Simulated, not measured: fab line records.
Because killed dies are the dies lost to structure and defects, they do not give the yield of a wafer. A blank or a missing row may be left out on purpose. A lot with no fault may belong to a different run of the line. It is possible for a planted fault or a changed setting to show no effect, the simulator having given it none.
fab line records	flow sky130
[record] lots = 11	wafers = 33	last-day = 50
route steps=708 shown FIELD_ISO@18 NWELL@34 VT_ADJUST_NCORE@129
lots that met no fault: from a run of the same line without faults
start-h: hours from the record's opening day to when the first of the lot's shown wafers began	wait-h: time in hours since the lot's previous step	" same as the row above	L1.1+2: a single row standing in for several wafers	- value missing, or start not given	* or withheld: withheld	< > ~ a bound
route shown NAME@n: NAME is a module with steps in the file, n the number in the route of the first one	usual: mean and standard deviation over wafers with no fault	same: alike in all rows	chamber/n: place in a boat	sites: the reading at each site	_std_site: standard deviation across them	_edge_site: mean of outer sites minus mean of inner sites	radius-mm: how far each site lies from the wafer's centre	mask NAME#n: copy n	behind: the most recent tool/chamber to have shaped the wafer	hold: the reason the lot was held/the length of the hold in hours/how it ended	device: transistor that didn't switch, given as n, p or np	end of line: tests run on the same wafers once the route is complete	a step without rows: its recipe alone	killed: the dies lost at the first sort to structure and to defects; this is not the yield of the wafer	map: dies across one wafer; x = killed, . = not, _ = none there
set.NAME: the setting that was run; set.NAME@STEP: the one run at that earlier step	model.NAME: the simulator's own value behind a step, which no gauge read
a sample of lots followed through the steps of the route, with each step as a table and each wafer as a row
services: when a tool's chamber went out of use (start-h, in hours from the record's first day, below 0 if earlier), for how many hours, and the reason
[[steps]]
[step SKY_FIELD_ISO_ETCH_17]
[recipe] target-depth-a = 3420	mask-material = Si3N4	chemistry = HBr/Cl2/O2	target = Si	taper-deg = 5	icp-w = 600	bias-w = 150	pressure-mtorr = 15	HBr_flow_sccm = 150	Cl2_flow_sccm = 40	O2_flow_sccm = 6	time-s = 97.7
[usual] chamber-pressure-mTorr = 15.000/0.014	drypump-motor-current-A = 5.5/0.44	oes-product-au = 1.004/0.01	throttle-valve-pct = 25.656/0.011
lot.wafer	tool	chamber	start-h	wait-h	chamber-pressure-mTorr	drypump-motor-current-A	oes-product-au	rf-hours-counter-h	throttle-valve-pct
L430.1	rie-si-02	0	29.62	0.1	15.013	5.4	0.992	162	25.648
L430.5	"	1	"	"	15.011	5.2	1.021	-	25.652
L430.6	"	0	"	"	14.986	5.4	0.995	-	25.656
L431.2	rie-si-02	3	35.47	0.1	14.999	6.2	1.015	122	25.646
L431.3	"	1	"	"	15.011	5.2	1.023	3	25.660
L431.5	"	1	"	"	14.998	5.2	1.014	-	25.654
L432.1	rie-si-01	3	39.35	0.1	14.998	5.9	1.000	4	25.673
L432.5	"	0	"	"	14.979	4.9	0.994	-	25.659
L432.6	"	1	"	"	14.989	5.6	1.001	-	25.658
L433.1	rie-si-01	1	43.80	0.1	15.008	5.6	1.005	2	25.647
L433.2	"	2	"	"	14.993	5.9	1.007	82	25.646
L433.5	"	3	"	"	15.013	5.9	0.999	-	25.666
L434.1	rie-si-01	3	48.97	0.1	15.001	5.9	0.998	4	25.660
L434.5	"	2	"	"	14.993	5.9	1.019	-	25.652
L434.6	"	3	"	"	14.984	5.9	1.008	-	25.655
L435.2	rie-si-02	0	55.77	0.1	15.000	5.4	0.997	0	25.656
L435.3	"	3	"	"	15.003	6.3	0.991	122	25.666
L435.6	"	2	"	"	15.016	5.2	0.995	-	25.662
L436.1	rie-si-02	0	59.17	0.1	14.989	5.4	1.002	0	25.648
L436.5	"	1	"	"	14.996	5.2	1.014	-	25.651
L436.6	"	2	"	"	15.017	5.1	0.994	-	25.667
L439.1	rie-si-02	1	77.36	0.1	14.993	5.2	1.015	3	25.645
L439.2	"	3	"	"	15.002	6.2	0.987	122	25.654
L439.4	"	2	"	"	15.001	5.2	0.992	33	25.656
L446.1	rie-si-01	0	115.21	0.1	14.992	4.9	1.001	23	25.664
L446.2	"	1	"	"	15.016	5.6	1.007	3	25.651
L446.4	"	2	"	"	14.997	5.9	1.021	83	25.630
L447.1	rie-si-02	1	122.42	0.1	14.968	5.2	1.033	4	25.638
L447.3	"	3	"	"	15.018	6.2	1.001	122	25.654
L447.6	"	3	"	"	15.019	6.3	0.993	-	25.650
L451.2	rie-si-01	0	138.35	0.1	15.040	4.9	1.001	23	25.664
L451.4	"	1	"	"	15.016	5.6	1.011	3	25.666
L451.6	"	0	"	"	15.018	4.9	1.003	-	25.636
[step SKY_NWELL_THK_MEAS_02]
[recipe] reads = SiO2_of_NWELL_OXIDATION_01
[usual] NWELL_OXIDATION_THK = 10.02/0.16
lot.wafer	tool	chamber	start-h	wait-h	NWELL_OXIDATION_THK[nm]
L430.1	film-metro-03	-	37.12	0.0	10.08
L430.5	"	-	"	"	10.18
L430.6	"	-	"	"	10.25
L431.2	film-metro-01	-	43.04	0.0	10.01
L431.3	"	-	"	"	9.89
L431.5	"	-	"	"	9.94
L432.1	film-metro-01	-	46.14	0.0	10.20
L432.5	"	-	"	"	10.35
L432.6	"	-	"	"	10.15
L433.1	film-metro-03	-	49.94	0.0	9.99
L433.2	"	-	"	"	9.82
L433.5	"	-	"	"	10.00
L434.1	film-metro-03	-	56.09	0.0	9.88
L434.5	"	-	"	"	9.98
L434.6	"	-	"	"	9.91
L435.2	film-metro-01	-	61.52	0.0	9.77
L435.3	"	-	"	"	9.64
L435.6	"	-	"	"	9.73
L436.1	film-metro-01	-	65.42	0.0	10.15
L436.5	"	-	"	"	10.26
L436.6	"	-	"	"	10.04
L439.1	film-metro-01	-	87.44	0.0	9.89
L439.2	"	-	"	"	10.02
L439.4	"	-	"	"	10.30
L446.1	film-metro-01	-	124.77	0.0	10.01
L446.2	"	-	"	"	9.89
L446.4	"	-	"	"	10.11
L447.1	film-metro-01	-	130.20	0.0	9.95
L447.3	"	-	"	"	10.01
L447.6	"	-	"	"	9.97
L451.2	film-metro-04	-	145.40	0.0	9.91
L451.4	"	-	"	"	9.93
L451.6	"	-	"	"	9.85
[step SKY_NWELL_IMPLANT_11]
[recipe] species = P	energy-kev = 400	dose-cm2 = 1.9e+13	tilt-deg = withheld
[usual] beam-energy-keV = 400.02/0.11
lot.wafer	tool	chamber	start-h	wait-h	beam-energy-keV
L430.1	implanter-04	0	87.08	0.0	399.95
L430.5	"	0	"	"	400.03
L430.6	"	0	"	"	400.09
L431.2	implanter-02	0	92.65	0.0	399.93
L431.3	"	0	"	"	399.82
L431.5	"	0	"	"	399.96
L432.1	implanter-01	0	95.48	0.0	399.99
L432.5	"	0	"	"	400.12
L432.6	"	0	"	"	400.22
L433.1	implanter-04	0	100.73	0.0	399.85
L433.2	"	0	"	"	399.89
L433.5	"	0	"	"	399.95
L434.1	implanter-04	0	107.31	0.0	400.01
L434.5	"	0	"	"	400.06
L434.6	"	0	"	"	400.06
L435.2	implanter-04	0	112.34	0.0	344.74
L435.3	"	0	"	"	344.85
L435.6	"	0	"	"	344.81
L436.1	implanter-01	0	116.36	0.0	400.14
L436.5	"	0	"	"	399.97
L436.6	"	0	"	"	400.09
L439.1	implanter-04	0	141.18	0.0	344.79
L439.2	"	0	"	"	344.57
L439.4	"	0	"	"	344.78
L446.1	implanter-01	0	183.36	0.0	399.95
L446.2	"	0	"	"	400.06
L446.4	"	0	"	"	399.95
L447.1	implanter-01	0	189.58	0.0	400.14
L447.3	"	0	"	"	400.07
L447.6	"	0	"	"	400.10
L451.2	implanter-02	0	207.05	0.0	399.82
L451.4	"	0	"	"	400.10
L451.6	"	0	"	"	399.97
[step SKY_NWELL_RS_MEAS_29]
[recipe] thk-meas-gauge = four-point-probe
[usual] NWELL_RS = 624.7/1.5
lot.wafer	tool	chamber	start-h	wait-h	NWELL_RS[ohm/sq]
L430.1	film-metro-04	-	105.04	0.1	623.8
L430.5	"	-	"	"	624.6
L430.6	"	-	"	"	624.2
L431.2	film-metro-03	-	110.46	0.1	625.6
L431.3	"	-	"	"	625.8
L431.5	"	-	"	"	625.3
L432.1	film-metro-01	-	113.16	0.1	624.8
L432.5	"	-	"	"	624.0
L432.6	"	-	"	"	622.2
L433.1	film-metro-04	-	118.60	0.1	625.2
L433.2	"	-	"	"	626.5
L433.5	"	-	"	"	627.4
L434.1	film-metro-01	-	125.22	0.1	626.1
L434.5	"	-	"	"	625.6
L434.6	"	-	"	"	625.4
L435.2	film-metro-01	-	130.39	0.1	648.4
L435.3	"	-	"	"	648.3
L435.6	"	-	"	"	647.5
L436.1	film-metro-03	-	135.14	0.1	626.0
L436.5	"	-	"	"	624.5
L436.6	"	-	"	"	624.6
L439.1	film-metro-03	-	161.97	0.1	647.4
L439.2	"	-	"	"	646.1
L439.4	"	-	"	"	649.9
L446.1	film-metro-01	-	205.89	0.1	626.1
L446.2	"	-	"	"	627.7
L446.4	"	-	"	"	625.9
L447.1	film-metro-04	-	212.29	0.1	622.7
L447.3	"	-	"	"	621.5
L447.6	"	-	"	"	624.0
L451.2	film-metro-03	-	230.86	0.1	624.0
L451.4	"	-	"	"	623.6
L451.6	"	-	"	"	621.2
[step SKY_VT_ADJUST_NCORE_STRIP_10]
[recipe] chemistry = O2/N2	power-w = 1400	pressure-mtorr = 1500	platen-temp-c = withheld	o2-flow-sccm = 3000	n2-flow-sccm = 300	overash-fraction = 0.5
[usual] chamber-pressure-mTorr = 1500.0/1.4	drypump-motor-current-A = 5.39/0.19	oes-product-au = 0.716/0.0045	strip-time-to-endpoint-s = 14.17/0.052
lot.wafer	tool	chamber	start-h	wait-h	chamber-pressure-mTorr	drypump-motor-current-A	oes-product-au	rf-hours-counter-h	strip-time-to-endpoint-s
L430.1	plasma-asher-02	1	181.40	0.1	1500.8	5.49	0.721	48	14.19
L430.5	"	0	"	"	1500.3	5.60	0.715	-	14.17
L430.6	"	1	"	"	1499.7	5.49	0.718	-	14.18
L431.2	plasma-asher-01	1	186.60	0.1	1498.4	5.46	0.711	7	14.20
L431.3	"	1	"	"	1500.5	5.49	0.714	-	14.20
L431.5	"	0	"	"	1498.4	5.47	0.719	-	14.17
L432.1	plasma-asher-02	1	190.95	0.1	1499.2	5.50	0.716	48	14.12
L432.5	"	1	"	"	1497.0	5.49	0.713	-	14.15
L432.6	"	0	"	"	1500.9	5.61	0.713	-	14.17
L433.1	plasma-asher-01	0	198.80	0.1	1501.2	5.43	0.721	8	14.15
L433.2	"	1	"	"	1500.7	5.49	0.714	8	14.15
L433.5	"	1	"	"	1503.6	5.46	0.715	-	14.19
L434.1	plasma-asher-04	1	205.90	0.1	1498.7	4.99	0.709	40	14.12
L434.5	"	1	"	"	1500.1	5.02	0.717	-	14.18
L434.6	"	0	"	"	1497.7	5.29	0.715	-	14.13
L435.2	plasma-asher-04	1	213.85	0.1	1500.3	4.97	0.719	40	14.25
L435.3	"	1	"	"	1499.0	4.99	0.719	-	14.23
L435.6	"	1	"	"	1499.0	5.00	0.720	-	14.22
L436.1	plasma-asher-02	0	218.76	0.1	1499.8	5.57	0.723	51	14.28
L436.5	"	0	"	"	1498.6	5.60	0.719	-	14.31
L436.6	"	1	"	"	1500.6	5.49	0.717	-	14.27
L439.1	plasma-asher-04	1	250.60	0.1	1498.8	4.99	0.711	44	14.23
L439.2	"	0	"	"	1500.3	5.34	0.714	44	14.24
L439.4	"	0	"	"	1499.7	5.36	0.718	-	14.18
L446.1	plasma-asher-02	0	302.35	0.1	1500.5	5.63	0.715	59	14.19
L446.2	"	1	"	"	1499.7	5.49	0.721	59	14.17
L446.4	"	1	"	"	1497.0	5.48	0.722	-	14.16
L447.1	plasma-asher-01	1	309.60	0.1	1498.9	5.47	0.718	18	14.12
L447.3	"	1	"	"	1502.1	5.47	0.717	-	14.11
L447.6	"	0	"	"	1500.6	5.45	0.715	-	14.18
L451.2	plasma-asher-01	0	331.25	0.1	1498.9	5.44	0.721	21	14.23
L451.4	"	1	"	"	1500.1	5.44	0.717	-	14.23
L451.6	"	0	"	"	1501.4	5.44	0.713	-	14.23
[[services]]
tool	chamber	start-h	hours	kind
implanter-04	-	25.39	3.0	repair
implanter-04	-	29.13	4.1	pm
rie-si-02	0	30.08	-	clean
plasma-asher-02	-	34.01	12.4	repair
plasma-asher-02	-	42.21	4.0	repair
plasma-asher-01	-	61.26	5.0	repair
rie-si-02	-	76.44	0.2	repair
plasma-asher-01	-	93.36	2.8	pm
implanter-01	-	102.30	1.2	repair
plasma-asher-01	-	108.75	9.0	pm
implanter-04	-	139.47	1.2	repair
plasma-asher-02	-	158.28	8.8	repair
implanter-01	-	172.42	5.5	pm
rie-si-02	1	178.78	1.9	repair
implanter-02	-	185.39	3.7	repair
implanter-02	-	186.50	4.1	repair
plasma-asher-02	-	191.94	1.1	repair
implanter-04	-	199.06	9.6	repair
rie-si-01	0	226.38	1.1	repair
implanter-04	-	229.86	1.6	repair
implanter-04	-	233.16	2.6	pm
implanter-02	-	277.49	3.7	pm
implanter-04	-	292.20	2.7	repair
rie-si-01	-	323.05	4.3	pm
[[key]]
[first-sign] step = SKY_NWELL_IMPLANT_11	reading = beam-energy-keV	direction = down	sigmas = 99+	usual = *	struck = *
[effect] step = SKY_NWELL_RS_MEAS_29	reading = NWELL_RS	direction = up	sigmas = 16	usual = 624.7	struck = 647.9
met-at SKY_NWELL_IMPLANT_11
struck-lots L435,L439
tester-left-out L435,L439
not-acting-at SKY_FIELD_ISO_ETCH_17,SKY_NWELL_THK_MEAS_02,SKY_VT_ADJUST_NCORE_STRIP_10
onset-between 107.31 112.34
[fault] kind = process-parameter-drift	tool = implanter-04	chamber = -	onset-h = 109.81	steps = SKY_NWELL_IMPLANT_11	channel = energy-kev	offset = *	shape = step	end-h = 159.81	acts-in = *	stated = *
// tester-left-out: of these lots the tester's yield and bins aren't shown, on N5 and GAA mostly nor the transistor test; their killed dies are dies lost to structure and defects alone, not to doping, threshold or leakage, so they don't give the yield
